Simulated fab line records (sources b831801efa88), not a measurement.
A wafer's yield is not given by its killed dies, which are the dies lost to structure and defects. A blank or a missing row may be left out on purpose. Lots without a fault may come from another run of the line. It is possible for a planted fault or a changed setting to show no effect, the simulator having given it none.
fab line records	flow gf180mcu	part 1 of 2: steps 1 to 30 of 42
record lots=5	wafers=15	lastDay=34
route steps=602 shown VT_IMPLANT@108 MVSD@136 NWELL@137 LVPWELL@138 MVPSD@139 DUAL_GATE@141
lots untouched by any fault: they come from a run of this same line in which no faults occurred
startH: start of the lot's first displayed wafer, in hours after the record's first day	waitH: how many hours have passed since the lot's step before this one	" unchanged from the row above	L1.1+2: a row that stands for several wafers	- no value present, or no start provided	* or withheld: withheld	< > ~ a bound
route shown NAME@n: NAME is a module with steps in the file, n the number in the route of the first one	usual: the fault-free wafers' mean and standard deviation	same: alike in all rows	chamber/n: place in a boat	sites: per-site readings	_std_site: standard deviation of those values	_edge_site: outer sites' mean less inner sites'	radiusMm: for every site, how far away it sits from the centre of the wafer	mask NAME#n: copy n	behind: the most recent tool/chamber to have shaped the wafer	hold: what put the lot on hold/how long, in hours/how the hold closed	device: names the non-switching transistor (n, p or np)	end of line: the route-end tests of the same wafers	a step given without rows: its recipe and nothing more	killed: dies lost to structure and defects at the first sort, not the wafer's yield	map: a wafer's dies, marking killed ones x, the rest . and places with no die _
set.NAME: the run value of the setting; set.NAME@STEP: its run value at that earlier step	model.NAME: the simulator's own value behind a step, which no gauge read
a table for each step, a row for each wafer; lots at some steps of the route
services: when a tool's chamber went out of use (startH, in hours from the record's first day, below 0 if earlier), for how many hours, and the reason
## steps
# step GF_VT_IMPLANT_OVL_MEAS_18
# usual VT_IMPLANT_01_OVL=1.4/1.1
lot.wafer	tool	chamber	startH	waitH	VT_IMPLANT_01_OVL[nm]
L077.2	overlay-01	-	145.13	0.1	1.4
L077.4	"	-	"	"	0.9
L077.6	"	-	"	"	0.6
L084.1	overlay-02	-	189.36	0.1	1.0
L084.2	"	-	"	"	0.5
L084.3	"	-	"	"	0.3
L085.2	overlay-01	-	193.76	0.1	1.8
L085.5	"	-	"	"	0.5
L085.6	"	-	"	"	1.3
L095.2	overlay-01	-	260.48	0.1	2.2
L095.3	"	-	"	"	1.4
L095.6	"	-	"	"	1.9
L097.4	overlay-01	-	271.58	0.1	1.9
L097.5	"	-	"	"	2.4
L097.6	"	-	"	"	2.3
# step GF_VT_IMPLANT_IMPLANT_19
# recipe species=As	energyKev=100	doseCm2=4.35e+12	tiltDeg=7
lot.wafer	tool	chamber	startH	waitH
L077.2+4+6	implanter-04	0	145.19	0.0
L084.1+2+3	implanter-02	0	189.39	0.0
L085.2+5+6	implanter-02	0	193.82	0.0
L095.2+3+6	implanter-02	0	260.54	0.0
L097.4+5+6	implanter-03	0	271.67	0.1
# step GF_VT_IMPLANT_STRIP_20
# recipe chemistry=O2/N2	powerW=1400	pressureMtorr=1500	platenTempC=250	o2FlowSccm=3000	n2FlowSccm=300	overashFraction=0.5
# usual drypumpMotorCurrentA=5.5/0.36	heaterPowerW=348/50	oesProductAu=0.715/0.0048	stripTimeToEndpointS=12.624/0.029
lot.wafer	tool	chamber	startH	waitH	drypumpMotorCurrentA	heaterPowerW	oesProductAu	rfHoursCounterH	stripTimeToEndpointS
L077.2	plasmaAsher-03	0	145.31	0.1	5.5	427	0.712	51	12.679
L077.4	"	0	"	"	5.4	422	0.723	-	12.672
L077.6	"	1	"	"	5.6	282	0.714	-	12.685
L084.1	plasmaAsher-03	0	189.54	0.1	5.4	429	0.707	56	12.643
L084.2	"	1	"	"	5.6	275	0.712	56	12.602
L084.3	"	1	"	"	5.6	276	0.720	-	12.587
L085.2	plasmaAsher-03	1	193.94	0.1	5.6	288	0.714	56	12.643
L085.5	"	1	"	"	5.6	288	0.714	-	12.669
L085.6	"	0	"	"	5.4	429	0.712	-	12.635
L095.2	plasmaAsher-04	1	260.66	0.1	4.9	319	0.711	46	12.586
L095.3	"	0	"	"	5.6	342	0.723	-	12.562
L095.6	"	0	"	"	5.6	344	0.712	-	12.564
L097.4	plasmaAsher-02	0	271.78	0.1	6.2	365	0.724	-	12.613
L097.5	"	1	"	"	5.3	347	0.709	-	12.622
L097.6	"	0	"	"	6.2	353	0.716	-	12.604
# step GF_VT_IMPLANT_TW_MEAS_21
# usual VT_IMPLANT_2_TW=1213/7.2
lot.wafer	tool	chamber	startH	waitH	VT_IMPLANT_2_TW
L077.2	filmMetro-03	-	145.42	0.1	1205
L077.4	"	-	"	"	1219
L077.6	"	-	"	"	1209
L084.1	filmMetro-04	-	189.64	0.1	1213
L084.2	"	-	"	"	1214
L084.3	"	-	"	"	1216
L085.2	filmMetro-04	-	194.05	0.1	1214
L085.5	"	-	"	"	1210
L085.6	"	-	"	"	1210
L095.2	filmMetro-03	-	260.77	0.1	1207
L095.3	"	-	"	"	1215
L095.6	"	-	"	"	1215
L097.4	filmMetro-01	-	271.87	0.1	1195
L097.5	"	-	"	"	1204
L097.6	"	-	"	"	1195
# step GF_VT_IMPLANT_DEHYDRATE_22
# recipe tempC=200	timeS=60
lot.wafer	tool	chamber	startH	waitH
L077.2+4+6	lithoTrack-01	0	153.23	7.8
L084.1+2+3	lithoTrack-03	0	197.38	7.7
L085.2+5+6	lithoTrack-04	0	202.43	8.4
L095.2+3+6	lithoTrack-04	0	269.43	8.7
L097.4+5+6	lithoTrack-03	0	281.45	9.6
# step GF_VT_IMPLANT_HMDS_23
# recipe primeTimeS=60	primeTempC=120
# usual primeTempC=119.98/0.15
lot.wafer	tool	chamber	startH	waitH	primeTempC
L077.2	lithoTrack-01	0	153.38	0.1	120.10
L077.4	"	0	"	"	119.97
L077.6	"	0	"	"	119.98
L084.1	lithoTrack-03	0	197.53	0.1	119.99
L084.2	"	0	"	"	119.73
L084.3	"	0	"	"	119.90
L085.2	lithoTrack-04	0	202.58	0.1	119.84
L085.5	"	0	"	"	119.87
L085.6	"	0	"	"	119.87
L095.2	lithoTrack-04	0	269.58	0.1	120.06
L095.3	"	0	"	"	119.94
L095.6	"	0	"	"	120.00
L097.4	lithoTrack-03	0	281.60	0.1	120.15
L097.5	"	0	"	"	120.08
L097.6	"	0	"	"	120.20
# step GF_VT_IMPLANT_COAT_24
# recipe resist=NOVOLAK	spinRpm=3000	resistThkNm=1000
lot.wafer	tool	chamber	startH	waitH
L077.2+4+6	lithoTrack-01	0	153.53	0.1
L084.1+2+3	lithoTrack-03	0	197.68	0.1
L085.2+5+6	lithoTrack-04	0	202.73	0.1
L095.2+3+6	lithoTrack-04	0	269.73	0.1
L097.4+5+6	lithoTrack-03	0	281.75	0.1
# step GF_VT_IMPLANT_SOFTBAKE_25
# recipe tempC=90	timeS=61.75	resist=NOVOLAK
# usual plateSensorTCentreC=90.755/0.011	plateSensorTEdgeC=90.829/0.011
lot.wafer	tool	chamber	startH	waitH	plateSensorTCentreC	plateSensorTEdgeC
L077.2	lithoTrack-01	0	153.68	0.1	90.748	90.823
L077.4	"	0	"	"	90.769	90.843
L077.6	"	0	"	"	90.727	90.816
L084.1	lithoTrack-03	0	197.83	0.1	90.758	90.809
L084.2	"	0	"	"	90.736	90.817
L084.3	"	0	"	"	90.754	90.821
L085.2	lithoTrack-04	0	202.88	0.1	90.740	90.836
L085.5	"	0	"	"	90.748	90.811
L085.6	"	0	"	"	90.755	90.832
L095.2	lithoTrack-04	0	269.88	0.1	90.755	90.832
L095.3	"	0	"	"	90.754	90.832
L095.6	"	0	"	"	90.749	90.831
L097.4	lithoTrack-03	0	281.90	0.1	90.734	90.838
L097.5	"	0	"	"	90.758	90.820
L097.6	"	0	"	"	90.764	90.863
# step GF_VT_IMPLANT_EXPOSE_26
# recipe maskId=LVPWELL_HV_AREA	targetCdNm=860	na=0.6	sourceShape=conventional	sigmaOuter=0.6	doseMj=140
# same na=0.6
lot.wafer	tool	chamber	startH	waitH	mask
L077.2+4+6	ilineStepper-02	0	-	-	LVPWELL_HV_AREA#0
L084.1+2+3	ilineStepper-01	0	-	-	LVPWELL_HV_AREA#0
L085.2+5+6	ilineStepper-01	0	-	-	LVPWELL_HV_AREA#0
L095.2+3+6	ilineStepper-01	0	-	-	LVPWELL_HV_AREA#0
L097.4+5+6	ilineStepper-02	0	-	-	LVPWELL_HV_AREA#0
# step GF_VT_IMPLANT_PEB_27
# recipe tempC=withheld	timeS=*	resist=NOVOLAK
lot.wafer	tool	chamber	startH	waitH
L077.2+4+6	lithoTrack-04	0	-	-
L084.1+2+3	lithoTrack-01	0	-	-
L085.2+5+6	lithoTrack-04	0	-	-
L095.2+3+6	lithoTrack-03	0	-	-
L097.4+5+6	lithoTrack-03	0	-	-
# step GF_VT_IMPLANT_DEVELOP_28
# recipe developTimeS=60	devTempC=23
lot.wafer	tool	chamber	startH	waitH
L077.2+4+6	lithoTrack-04	0	160.88	0.1
L084.1+2+3	lithoTrack-01	0	206.41	0.1
L085.2+5+6	lithoTrack-04	0	210.88	0.1
L095.2+3+6	lithoTrack-03	0	278.95	0.1
L097.4+5+6	lithoTrack-03	0	291.80	0.1
# step GF_VT_IMPLANT_OVL_MEAS_29
# usual VT_IMPLANT_02_OVL=-0.8/1.4
lot.wafer	tool	chamber	startH	waitH	VT_IMPLANT_02_OVL[nm]
L077.2	overlay-02	-	161.02	0.1	-0.1
L077.4	"	-	"	"	-0.2
L077.6	"	-	"	"	-1.1
L084.1	overlay-02	-	206.56	0.1	-1.4
L084.2	"	-	"	"	-0.5
L084.3	"	-	"	"	-1.8
L085.2	overlay-01	-	211.01	0.1	-2.9
L085.5	"	-	"	"	-3.3
L085.6	"	-	"	"	-2.4
L095.2	overlay-01	-	279.08	0.1	1.8
L095.3	"	-	"	"	2.5
L095.6	"	-	"	"	1.2
L097.4	overlay-02	-	291.89	0.1	0.7
L097.5	"	-	"	"	0.7
L097.6	"	-	"	"	1.7
# step GF_VT_IMPLANT_IMPLANT_30
# recipe species=B	energyKev=25	doseCm2=2.534e+12	tiltDeg=7
lot.wafer	tool	chamber	startH	waitH
L077.2+4+6	implanter-04	0	161.07	0.0
L084.1+2+3	implanter-04	0	206.59	0.0
L085.2+5+6	implanter-04	0	211.07	0.0
L095.2+3+6	implanter-03	0	279.13	0.0
L097.4+5+6	implanter-03	0	291.98	0.1
# step GF_VT_IMPLANT_STRIP_31
# recipe chemistry=O2/N2	powerW=1400	pressureMtorr=1500	platenTempC=250	o2FlowSccm=3000	n2FlowSccm=300	overashFraction=0.5
# usual drypumpMotorCurrentA=5.5/0.4	heaterPowerW=349/44	oesProductAu=0.715/0.0049	stripTimeToEndpointS=12.62/0.037
lot.wafer	tool	chamber	startH	waitH	drypumpMotorCurrentA	heaterPowerW	oesProductAu	rfHoursCounterH	stripTimeToEndpointS
L077.2	plasmaAsher-02	0	161.20	0.1	6.2	347	0.723	52	12.65
L077.4	"	1	"	"	5.3	359	0.709	-	12.66
L077.6	"	1	"	"	5.3	363	0.719	-	12.64
L084.1	plasmaAsher-04	0	206.74	0.1	5.6	336	0.716	41	12.62
L084.2	"	1	"	"	4.8	322	0.715	41	12.63
L084.3	"	0	"	"	5.6	334	0.724	-	12.64
L085.2	plasmaAsher-03	1	211.19	0.1	5.6	295	0.710	59	12.56
L085.5	"	1	"	"	5.7	290	0.712	-	12.58
L085.6	"	0	"	"	5.5	425	0.721	-	12.58
L095.2	plasmaAsher-04	1	279.26	0.1	4.8	325	0.722	48	12.65
L095.3	"	0	"	"	5.6	345	0.716	-	12.63
L095.6	"	1	"	"	4.8	317	0.716	-	12.61
L097.4	plasmaAsher-03	1	292.09	0.1	5.6	284	0.720	-	12.56
L097.5	"	0	"	"	5.4	431	0.717	-	12.55
L097.6	"	1	"	"	5.6	277	0.715	-	12.59
# step GF_VT_IMPLANT_TW_MEAS_32
# usual VT_IMPLANT_3_TW=268.0/1.3
lot.wafer	tool	chamber	startH	waitH	VT_IMPLANT_3_TW
L077.2	filmMetro-03	-	161.31	0.1	270.1
L077.4	"	-	"	"	268.5
L077.6	"	-	"	"	268.9
L084.1	filmMetro-01	-	206.84	0.1	267.8
L084.2	"	-	"	"	268.3
L084.3	"	-	"	"	267.5
L085.2	filmMetro-03	-	211.30	0.1	268.0
L085.5	"	-	"	"	269.1
L085.6	"	-	"	"	267.5
L095.2	filmMetro-04	-	279.37	0.1	270.7
L095.3	"	-	"	"	269.6
L095.6	"	-	"	"	269.9
L097.4	filmMetro-01	-	292.19	0.1	264.8
L097.5	"	-	"	"	265.3
L097.6	"	-	"	"	264.7
# step GF_VT_IMPLANT_DEHYDRATE_33
# recipe tempC=200	timeS=60
lot.wafer	tool	chamber	startH	waitH
L077.2+4+6	lithoTrack-03	0	169.25	7.9
L084.1+2+3	lithoTrack-03	0	214.67	7.8
L085.2+5+6	lithoTrack-03	0	219.25	7.9
L095.2+3+6	lithoTrack-03	0	288.65	9.3
L097.4+5+6	lithoTrack-03	0	301.70	9.5
# step GF_VT_IMPLANT_HMDS_34
# recipe primeTimeS=60	primeTempC=120
# usual primeTempC=120.00/0.15
lot.wafer	tool	chamber	startH	waitH	primeTempC
L077.2	lithoTrack-03	0	169.40	0.1	119.94
L077.4	"	0	"	"	120.05
L077.6	"	0	"	"	119.90
L084.1	lithoTrack-03	0	214.82	0.1	120.07
L084.2	"	0	"	"	120.07
L084.3	"	0	"	"	120.00
L085.2	lithoTrack-03	0	219.40	0.1	120.10
L085.5	"	0	"	"	120.27
L085.6	"	0	"	"	120.07
L095.2	lithoTrack-03	0	288.80	0.1	119.79
L095.3	"	0	"	"	119.74
L095.6	"	0	"	"	119.75
L097.4	lithoTrack-03	0	301.85	0.1	119.99
L097.5	"	0	"	"	119.92
L097.6	"	0	"	"	120.06
# step GF_VT_IMPLANT_COAT_35
# recipe resist=NOVOLAK	spinRpm=3000	resistThkNm=1000
lot.wafer	tool	chamber	startH	waitH
L077.2+4+6	lithoTrack-03	0	169.55	0.1
L084.1+2+3	lithoTrack-03	0	214.97	0.1
L085.2+5+6	lithoTrack-03	0	219.55	0.1
L095.2+3+6	lithoTrack-03	0	288.95	0.1
L097.4+5+6	lithoTrack-03	0	302.00	0.1
# step GF_VT_IMPLANT_SOFTBAKE_36
# recipe tempC=90	timeS=60	resist=NOVOLAK
lot.wafer	tool	chamber	startH	waitH
L077.2+4+6	lithoTrack-03	0	169.70	0.1
L084.1+2+3	lithoTrack-03	0	215.12	0.1
L085.2+5+6	lithoTrack-03	0	219.70	0.1
L095.2+3+6	lithoTrack-03	0	289.10	0.1
L097.4+5+6	lithoTrack-03	0	302.15	0.1
# step GF_VT_IMPLANT_EXPOSE_37
# recipe maskId=Nwell_HV_AREA	targetCdNm=860	na=0.6	sourceShape=conventional	sigmaOuter=0.6	doseMj=140
# same na=0.6
lot.wafer	tool	chamber	startH	waitH	mask
L077.2+4+6	ilineStepper-02	0	-	-	Nwell_HV_AREA#0
L084.1+2+3	ilineStepper-01	0	-	-	Nwell_HV_AREA#0
L085.2+5+6	ilineStepper-01	0	-	-	Nwell_HV_AREA#0
L095.2+3+6	ilineStepper-02	0	-	-	Nwell_HV_AREA#0
L097.4+5+6	ilineStepper-01	0	-	-	Nwell_HV_AREA#0
# step GF_VT_IMPLANT_PEB_38
# recipe tempC=withheld	timeS=*	resist=NOVOLAK
lot.wafer	tool	chamber	startH	waitH
L077.2+4+6	lithoTrack-03	0	-	-
L084.1+2+3	lithoTrack-04	0	-	-
L085.2+5+6	lithoTrack-01	0	-	-
L095.2+3+6	lithoTrack-03	0	-	-
L097.4+5+6	lithoTrack-03	0	-	-
# step GF_VT_IMPLANT_DEVELOP_39
# recipe developTimeS=60	devTempC=23
lot.wafer	tool	chamber	startH	waitH
L077.2+4+6	lithoTrack-03	0	177.10	0.1
L084.1+2+3	lithoTrack-04	0	223.71	0.1
L085.2+5+6	lithoTrack-01	0	228.48	0.1
L095.2+3+6	lithoTrack-03	0	298.45	0.1
L097.4+5+6	lithoTrack-03	0	312.10	0.1
# step GF_VT_IMPLANT_OVL_MEAS_40
# usual VT_IMPLANT_03_OVL=-0.3/1.6
lot.wafer	tool	chamber	startH	waitH	VT_IMPLANT_03_OVL[nm]
L077.2	overlay-01	-	177.23	0.1	-1.0
L077.4	"	-	"	"	-1.9
L077.6	"	-	"	"	-1.6
L084.1	overlay-01	-	223.86	0.1	-1.6
L084.2	"	-	"	"	-2.2
L084.3	"	-	"	"	-2.6
L085.2	overlay-02	-	228.61	0.1	1.7
L085.5	"	-	"	"	-1.8
L085.6	"	-	"	"	-1.1
L095.2	overlay-02	-	298.58	0.1	0.5
L095.3	"	-	"	"	1.9
L095.6	"	-	"	"	0.7
L097.4	overlay-01	-	312.19	0.1	0.8
L097.5	"	-	"	"	-1.4
L097.6	"	-	"	"	1.0
# step GF_VT_IMPLANT_IMPLANT_41
# recipe species=As	energyKev=70	doseCm2=1.013e+12	tiltDeg=7
lot.wafer	tool	chamber	startH	waitH
L077.2+4+6	implanter-04	0	177.29	0.0
L084.1+2+3	implanter-02	0	223.89	0.0
L085.2+5+6	implanter-03	0	228.67	0.0
L095.2+3+6	implanter-04	0	298.63	0.0
L097.4+5+6	implanter-03	0	312.28	0.1
# step GF_VT_IMPLANT_STRIP_42
# recipe chemistry=O2/N2	powerW=1400	pressureMtorr=1500	platenTempC=250	o2FlowSccm=3000	n2FlowSccm=300	overashFraction=0.5
# usual drypumpMotorCurrentA=5.5/0.42	heaterPowerW=347/38	oesProductAu=0.716/0.0045	stripTimeToEndpointS=12.62/0.036
lot.wafer	tool	chamber	startH	waitH	drypumpMotorCurrentA	heaterPowerW	oesProductAu	rfHoursCounterH	stripTimeToEndpointS
L077.2	plasmaAsher-04	0	177.41	0.1	5.6	341	0.707	38	12.55
L077.4	"	0	"	"	5.6	336	0.715	-	12.61
L077.6	"	1	"	"	4.9	326	0.716	-	12.60
L084.1	plasmaAsher-04	0	224.04	0.1	5.6	341	0.713	42	12.63
L084.2	"	1	"	"	4.8	319	0.715	42	12.64
L084.3	"	1	"	"	4.8	322	0.726	-	12.69
L085.2	plasmaAsher-03	0	228.79	0.1	5.5	420	0.717	61	12.58
L085.5	"	1	"	"	5.7	289	0.724	-	12.65
L085.6	"	0	"	"	5.5	432	0.716	-	12.56
L095.2	plasmaAsher-04	0	298.76	0.1	5.6	338	0.713	50	12.66
L095.3	"	1	"	"	4.8	319	0.720	-	12.68
L095.6	"	1	"	"	4.9	316	0.709	-	12.61
L097.4	plasmaAsher-04	1	312.39	0.1	4.9	323	0.715	-	12.59
L097.5	"	1	"	"	4.9	323	0.718	-	12.61
L097.6	"	0	"	"	5.6	340	0.717	-	12.62
# step GF_VT_IMPLANT_TW_MEAS_43
# usual VT_IMPLANT_4_TW=689/3.4
lot.wafer	tool	chamber	startH	waitH	VT_IMPLANT_4_TW
L077.2	filmMetro-04	-	177.52	0.1	689
L077.4	"	-	"	"	690
L077.6	"	-	"	"	689
L084.1	filmMetro-03	-	224.14	0.1	690
L084.2	"	-	"	"	696
L084.3	"	-	"	"	691
L085.2	filmMetro-04	-	228.90	0.1	684
L085.5	"	-	"	"	685
L085.6	"	-	"	"	686
L095.2	filmMetro-03	-	298.87	0.1	688
L095.3	"	-	"	"	692
L095.6	"	-	"	"	686
L097.4	filmMetro-03	-	312.49	0.1	689
L097.5	"	-	"	"	689
L097.6	"	-	"	"	690
# step GF_VT_IMPLANT_CLEAN_44
# recipe chemistry=SC1/SC2	mix=1:4:20	tempC=70	timeS=150	dry=n2Spin
# usual tempC=70.03/0.11
lot.wafer	tool	chamber	startH	waitH	tempC
L077.2	wetBench-02	2	177.57	0.0	69.91
L077.4	"	2	"	"	70.12
L077.6	"	2	"	"	69.98
L084.1	wetBench-02	1	224.20	0.1	70.09
L084.2	"	1	"	"	70.16
L084.3	"	1	"	"	70.07
L085.2	wetBench-04	3	228.95	0.0	69.94
L085.5	"	3	"	"	70.05
L085.6	"	3	"	"	69.95
L095.2	wetBench-01	0	298.92	0.0	70.01
L095.3	"	0	"	"	70.00
L095.6	"	0	"	"	69.77
L097.4	wetBench-01	0	312.52	0.0	70.09
L097.5	"	0	"	"	69.82
L097.6	"	0	"	"	69.99
# step GF_VT_IMPLANT_RTA_45
# recipe tempC=1050	timeS=30	ambient=N2
# usual lampPowerPct=34/4.5	wafer_temp_C_max=1055.9/1.6
lot.wafer	tool	chamber	startH	waitH	lampPowerPct	wafer_temp_C_max
L077.2	rtpAnneal-02	0	177.64	0.0	31	1055.0
L077.4	"	0	"	"	31	1055.2
L077.6	"	0	"	"	31	1054.9
L084.1	rtpAnneal-01	0	224.26	0.0	40	1057.1
L084.2	"	0	"	"	40	1057.4
L084.3	"	0	"	"	40	1058.0
L085.2	rtpAnneal-01	0	229.02	0.0	40	1057.3
L085.5	"	0	"	"	40	1058.8
L085.6	"	0	"	"	40	1058.7
L095.2	rtpAnneal-01	0	298.99	0.0	40	1056.3
L095.3	"	0	"	"	40	1055.1
L095.6	"	0	"	"	40	1056.6
L097.4	rtpAnneal-02	0	312.62	0.1	31	1055.3
L097.5	"	0	"	"	31	1053.4
L097.6	"	0	"	"	31	1054.2
# step GF_VT_IMPLANT_RS_MEAS_46
# recipe thkMeasGauge=four-point-probe
# usual MVSD_RS=456.6/0.96
lot.wafer	tool	chamber	startH	waitH	MVSD_RS[ohm/sq]
L077.2	filmMetro-02	-	177.75	0.1	455.7
L077.4	"	-	"	"	457.6
L077.6	"	-	"	"	458.5
L084.1	filmMetro-01	-	224.36	0.1	454.7
L084.2	"	-	"	"	455.4
L084.3	"	-	"	"	455.6
L085.2	filmMetro-03	-	229.13	0.1	457.0
L085.5	"	-	"	"	457.8
L085.6	"	-	"	"	456.5
L095.2	filmMetro-01	-	299.09	0.1	456.5
L095.3	"	-	"	"	456.2
L095.6	"	-	"	"	457.2
L097.4	filmMetro-01	-	312.73	0.1	456.6
L097.5	"	-	"	"	458.1
L097.6	"	-	"	"	457.9
# step GF_VT_IMPLANT_RS_MEAS_47
# recipe thkMeasGauge=four-point-probe
# usual NWELL_RS=487.2/1.2
lot.wafer	tool	chamber	startH	waitH	NWELL_RS[ohm/sq]
L077.2	filmMetro-02	-	177.87	0.1	488.1
L077.4	"	-	"	"	487.7
L077.6	"	-	"	"	488.0
L084.1	filmMetro-01	-	224.48	0.1	486.5
L084.2	"	-	"	"	484.7
L084.3	"	-	"	"	486.5
L085.2	filmMetro-03	-	229.25	0.1	486.9
L085.5	"	-	"	"	485.5
L085.6	"	-	"	"	487.0
L095.2	filmMetro-01	-	299.21	0.1	486.1
L095.3	"	-	"	"	485.4
L095.6	"	-	"	"	486.1
L097.4	filmMetro-01	-	312.85	0.1	487.4
L097.5	"	-	"	"	486.5
L097.6	"	-	"	"	487.0
